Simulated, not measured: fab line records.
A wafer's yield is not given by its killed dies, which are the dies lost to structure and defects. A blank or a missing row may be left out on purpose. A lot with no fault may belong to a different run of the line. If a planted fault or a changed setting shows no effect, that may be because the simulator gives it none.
The tool behind it: which one? ; flow sky130 ; Sampling: 13 lots, 39 wafers, 2 of 708 route steps

== WHAT EACH GAUGE READ, for each wafer ==
SKY_VIA1_BOW_MEAS_03. Usual: VIA1_BOW gives 80 um (standard deviation 7.4).
lot;measured;on;VIA1_BOW (um);flag
L513;day 32 14:19;filmMetro-03;79 79 82;
L515;day 33 10:28;filmMetro-01;77 82 78;
L518;day 34 05:42;filmMetro-01;86 78 86;
L519;day 34 22:27;filmMetro-01;72 67 76;
L520;day 35 12:06;filmMetro-01;65 94 73;
L521;day 36 08:28;filmMetro-03;84 80 85;
L524;day 36 17:17;filmMetro-04;83 82 88;
L525;day 36 22:22;filmMetro-04;76 83 84;
L529;day 38 09:13;filmMetro-03;88 83 90;
L530;day 38 18:59;filmMetro-04;83 84 89;
L532;day 38 21:59;filmMetro-04;90 79 86;
L534;day 39 08:18;filmMetro-01;71 72 89;
L536;day 39 20:37;filmMetro-04;75 85 77;

== WHAT TOOL EACH LOT RAN ON (gives the tool, then ch and the chambers of the sampled wafers, and finally the start) ==
lot;SKY_METAL1_DESCUM_17
L513;rieMetal-01 ch 0,1, day 32 12:36
L515;rieMetal-04 ch 0,1, day 33 09:11
L518;rieMetal-03 ch 0,1, day 34 04:26
L519;rieMetal-04 ch 1, day 34 21:11
L520;rieMetal-03 ch 0, day 35 10:38
L521;rieMetal-03 ch 0, day 36 07:01
L524;rieMetal-03 ch 0, day 36 15:48
L525;rieMetal-01 ch 0, day 36 20:52
L529;rieMetal-03 ch 0, day 38 07:45
L530;rieMetal-04 ch 0,1, day 38 17:36
L532;rieMetal-04 ch 0,1, day 38 20:35
L534;rieMetal-03 ch 1, day 39 06:35
L536;rieMetal-03 ch 0,1, day 39 19:22
- SKY_METAL1_DESCUM_17: chemistry O2, time 8 s.

== AS READ BY THE TOOLS THEMSELVES (means over the sampled wafers that have a number; for cases with no such wafer, the mark the record gives instead) ==
SKY_METAL1_DESCUM_17. Usual: drypumpMotorCurrentA 5.82 A, standard deviation 0.25; oesProductAu 1.000 a.u., standard deviation 0.011.
lot;tool;drypumpMotorCurrentA (A);oesProductAu (a.u.);flag
L513;rieMetal-01;5.83;1.007;
L515;rieMetal-04;5.63;0.989;
L518;rieMetal-03;5.73;1.008;
L519;rieMetal-04;5.32;0.978;
L520;rieMetal-03;5.75;0.999;
L521;rieMetal-03;5.76;1.000;
L524;rieMetal-03;5.75;0.994;
L525;rieMetal-01;6.00;1.013;
L529;rieMetal-03;5.77;0.995;
L530;rieMetal-04;5.88;0.991;
L532;rieMetal-04;5.89;1.005;
L534;rieMetal-03;5.70;0.998;
L536;rieMetal-03;5.75;1.011;

== THE ANSWER, worked out from the rows above alone ==
Rule: lot off if the mean of its wafers having a number is beyond 3 standard deviations from the usual mean. A lot without any number at a reading at which 4 lots or more have one is off too. Where the step has rows for the other lots, those lots are counted as sound. The gauges are gone through in route order, then the tools' own readings, and for those a lot's mean is taken as printed above. At the first step where some lot is off, the reading lying furthest off is the one used; lots without a number count as furthest.
None of the lots is off at any reading shown; this tells nothing.

== WHAT THE SIMULATOR PUT IN ==
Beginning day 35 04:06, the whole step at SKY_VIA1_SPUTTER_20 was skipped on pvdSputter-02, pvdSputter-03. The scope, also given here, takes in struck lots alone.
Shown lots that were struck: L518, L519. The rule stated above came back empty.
